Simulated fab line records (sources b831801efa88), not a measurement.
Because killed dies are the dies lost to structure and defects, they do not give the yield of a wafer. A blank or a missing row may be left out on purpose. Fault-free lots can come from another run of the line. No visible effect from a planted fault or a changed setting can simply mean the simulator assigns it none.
Comparing a struck lot with a sound one | flow sky130 | 38 out of 708 route steps
Sound: the wafers L354.2, L354.3, L354.5. Wafers struck: L358.2, L358.5, L358.6. At the end, the cause is stated.
For every step that has rows: the tool of each side, followed by ch and its chambers, followed by its first start. Under that, the readings that differ: sound wafers | struck wafers | difference of the means | sigmas: that difference in standard deviations of wafers without a fault.
alike: same words and numbers on both sides, and readings whose means sit less than 2 such deviations apart. not compared: any withheld reading, any reading some wafer has no value for, any bound like >300 that may hide the same value, and any number with overlapping values for which the record gives no deviation.
Wherever a step has rows on one side only, a row that says differs or no value, or a row with sigmas, the two part there. Numbers that have no deviation but don't overlap get no sigmas and don't part them. A reading that every wafer of one side lacks parts them only if that side has two wafers or more.

first, 9 steps without rows for these wafers: SKY_VIA3_SPUTTER_20 (material TiN, target thk 20 nm, time 80 s); SKY_VIA3_CVD_21 (deposits W, target thk 390 nm, time 117.31 s); SKY_VIA3_CMP_24 (polishes, stops on SiO2, t overpolish 20 s, target thk 0 nm); SKY_METAL4_SPUTTER_00 (material Ti, target thk 15 nm, time 10 s); SKY_METAL4_SPUTTER_01 (material TiN, target thk 20 nm, time 16.7 s); SKY_METAL4_SPUTTER_02 (material AlCu, target thk 735 nm, time 39.1 s); SKY_METAL4_SPUTTER_03 (material Ti, target thk 5 nm, time 3.3 s); SKY_METAL4_SPUTTER_04 (material TiN, target thk 70 nm, time 58.3 s); SKY_CAP2M_CVD_00 (deposits SiO2, target thk 15.5 nm).
SKY_CAP2M_SPUTTER_02: material TiN, target thk 200 nm, time 166.7 s.
  struck on pvd sputter-02, day 42 20:45; sound on pvd sputter-02, day 42 11:30
  reading                                   | sound                | struck               | difference | sigmas
  cathode dc power W (W)                    | 6500.5 6496.9 6498.6 | 5915.7 5914.4 5915.7 | -583.4     | -99 or more
  model.TiN_of_CAP2M_SPUTTER_02.thk nm (nm) | 198.5 201.5 199.9    | 182.8 179.1 182.7    | -18.4      |
  alike: throttle valve pct
SKY_CAP2M_RS_MEAS_03: measurement is done with a four-point probe.
  struck on film metro-01, day 42 20:53; sound on film metro-01, day 42 11:38
  reading               | sound          | struck         | difference | sigmas
  CAP2M_TIN_RS (ohm/sq) | 6.97 6.85 6.92 | 7.58 7.74 7.58 | +0.72      | +9
SKY_CAP2M_THK_MEAS_04: measures by xrf.
  struck on film metro-01, day 42 20:59; sound on film metro-01, day 42 11:44
  reading            | sound             | struck            | difference | sigmas
  CAP2M_TIN_THK (nm) | 198.1 200.5 199.2 | 181.8 178.1 182.5 | -18.5      | -8
then, 7 steps without rows for these wafers: SKY_CAP2M_DEHYDRATE_05 (time 60 s); SKY_CAP2M_HMDS_06 (prime time 60 s); SKY_CAP2M_COAT_07 (resist thk 1140 nm); SKY_CAP2M_SOFTBAKE_08 (time 60 s); SKY_CAP2M_EXPOSE_09 (exposes mask CAP2M, target cd 1000 nm); SKY_CAP2M_PEB_10; SKY_CAP2M_DEVELOP_11 (develop time 60 s).
SKY_CAP2M_METAL_ETCH_13: etches TiN in Cl2/BCl3, stops on SiO2, target depth 220 nm, time 62.9 s.
  sound on rie metal-02 ch 0,1, day 43 08:53; struck on rie metal-02 ch 0,1, day 43 18:34
  reading                | sound                | struck               | difference | sigmas
  oes product au (a.u.)  | 0.932 0.944 0.941    | 0.884 0.874 0.891    | -0.056     | -7
  throttle valve pct (%) | 21.918 21.885 21.890 | 21.924 21.927 21.958 | +0.039     | +4
  alike: drypump motor current A, mfc cl2 sccm
  not compared: rf hours counter h
then, 16 steps without rows for these wafers: SKY_CAP2M_STRIP_14 (strips in O2/N2); SKY_CAP2M_STRIP_15 (strips in post etch residue remover, time 1200 s); SKY_CAP2M_CLEAN_16 (cleans in IPA, time 180 s); SKY_CAP2M_CLEAN_17 (cleans in O3/DIW); SKY_METAL4_DEHYDRATE_05 (time 60 s); SKY_METAL4_HMDS_06 (prime time 60 s); SKY_METAL4_COAT_07 (resist thk 60 nm); SKY_METAL4_COAT_08 (resist thk 1140 nm); SKY_METAL4_SOFTBAKE_09 (time 90 s); SKY_METAL4_EXPOSE_10 (exposes mask MM4, target cd 300 nm); SKY_METAL4_PEB_11; SKY_METAL4_DEVELOP_12 (develop time 60 s); SKY_METAL4_DESCUM_15 (chemistry O2, time 8 s); SKY_METAL4_ETCH_16 (etches BARC in N2/H2, stops on SiO2, time 88.2 s, target depth 60 nm); SKY_METAL4_ETCH_17 (etches SiO2 in C4F8/O2/Ar, stops on TiN, time 3.9 s, target depth 15 nm); SKY_METAL4_METAL_ETCH_18 (etches the open film in Cl2/BCl3, stops on SiO2, target depth 845 nm, time 183.1 s).
SKY_METAL4_STRIP_20: strips in post etch residue remover, time 1200 s.
  sound on wet bench-01 ch 2, day 44 08:54; struck on wet bench-01 ch 3, day 44 17:38
  reading                                   | sound             | struck            | difference | sigmas
  model.TiN_of_CAP2M_SPUTTER_02.thk nm (nm) | 197.7 200.6 199.1 | 181.9 178.3 181.8 | -18.5      |
-- the record jumps here: 4 days lie between the struck wafers' starts before and after (it left off in module METAL4 and takes up again in module PAD_OPEN, whose first step shown is number 708 of the route) --
SKY_PAD_OPEN_PROBE_99:
  struck on prober-01, day 48 14:29; sound on prober-01, day 48 02:28
  reading                               | sound                | struck               | difference | sigmas
  model.etest.cap mim2.plate ohm sq     | 6.026 5.957 5.972    | 6.512 6.723 6.52     | +0.600     |
  model.etest.cap mim2.leak log10 a cm2 | -9.028 -8.986 -9.031 | -8.946 -8.506 -8.742 | +0.284     |
  alike: defect limited yield, killed_at_M0_to_M3, killed_at_M4_up, killed at contacts, killed at front end, killed at other, killed dies, killed open, killed short, sort_bin_3_pad_short, sort_bin_5_function, sort_bin_6_memory, sort n pass, sort yield pct

WHERE THEY PART
At SKY_CAP2M_SPUTTER_02 first; at SKY_CAP2M_METAL_ETCH_13 last (within this record only). Later steps at which nothing parts them and some readings are alike: SKY_PAD_OPEN_PROBE_99.

WHY: whatever the simulator had introduced
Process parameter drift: pvd sputter-02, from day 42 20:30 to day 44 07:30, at SKY_CAP2M_SPUTTER_02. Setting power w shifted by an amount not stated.
